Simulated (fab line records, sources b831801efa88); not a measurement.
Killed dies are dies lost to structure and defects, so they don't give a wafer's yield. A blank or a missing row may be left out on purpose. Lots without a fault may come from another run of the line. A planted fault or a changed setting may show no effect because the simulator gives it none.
One fault seen from 2 desks | flow sky130 | each desk has only its own numbers; what lay behind them comes last

THE TOOL OWNER'S DESK: implanter-03
The tool's own readings at SKY_LDD_N_IMPLANT_15: means of the sampled wafers that have a number, for each lot that ran on this tool. A lot is out of limits, marked OUT, if its mean lies more than 4 standard deviations from the usual mean; the brackets give that distance.
Columns: A = dose_ions_cm2 at SKY_LDD_N_IMPLANT_15, usual 4.999e+12; B = faraday_current_uA at SKY_LDD_N_IMPLANT_15, usual 28.2
lot  | first seen here | A                           | B
L463 | day 18 22:38    | 5.003e+12                   | 28.3
L468 | day 20 20:56    | 5.003e+12                   | 27.8
L477 | day 24 23:45    | 8.721e+12 (+99 or more) OUT | 49.8 (+36) OUT
L478 | day 25 03:05    | 8.725e+12 (+99 or more) OUT | 48.7 (+34) OUT
This desk's finding: out of limits on L477, L478; first on L477, day 24 23:45 (dose_ions_cm2 at SKY_LDD_N_IMPLANT_15). In limits: L463, L468.

THE METROLOGY DESK
What the gauges read, lot by lot, whatever tool the lot ran on: means of the sampled wafers that have a number. A lot is out of limits, marked OUT, if its mean lies more than 4 standard deviations from the usual mean; the brackets give that distance.
Columns: A = LDD_N_OVL at SKY_LDD_N_OVL_MEAS_07, usual -1.0 nm
lot  | first seen here | A
L459 | day 17 05:19    | -1.4
L463 | day 18 21:30    | 0.3
L468 | day 20 19:51    | -1.1
L477 | day 24 22:40    | 0.1
L478 | day 25 01:59    | -2.2
L481 | day 25 19:24    | 0.8
This desk's finding: nothing out of limits on any of the 6 lots.

PUT TOGETHER
The tool owner's desk could have raised an alarm at day 24 23:45, on L477, L478.
The metrology desk saw nothing out of limits.
The metrology desk has L477, L478 on record, within its limits.
Of the lots named, all ran SKY_LDD_N_IMPLANT_15 on implanter-03.

WHAT THE SIMULATOR HAD PUT IN
Process parameter drift: implanter-03, from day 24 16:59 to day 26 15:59, at SKY_LDD_N_IMPLANT_15. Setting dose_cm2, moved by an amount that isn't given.
Lots struck among those shown: L477, L478.
Hours from the fault's start to each desk's first reading out of limits: the tool owner's desk, 7.
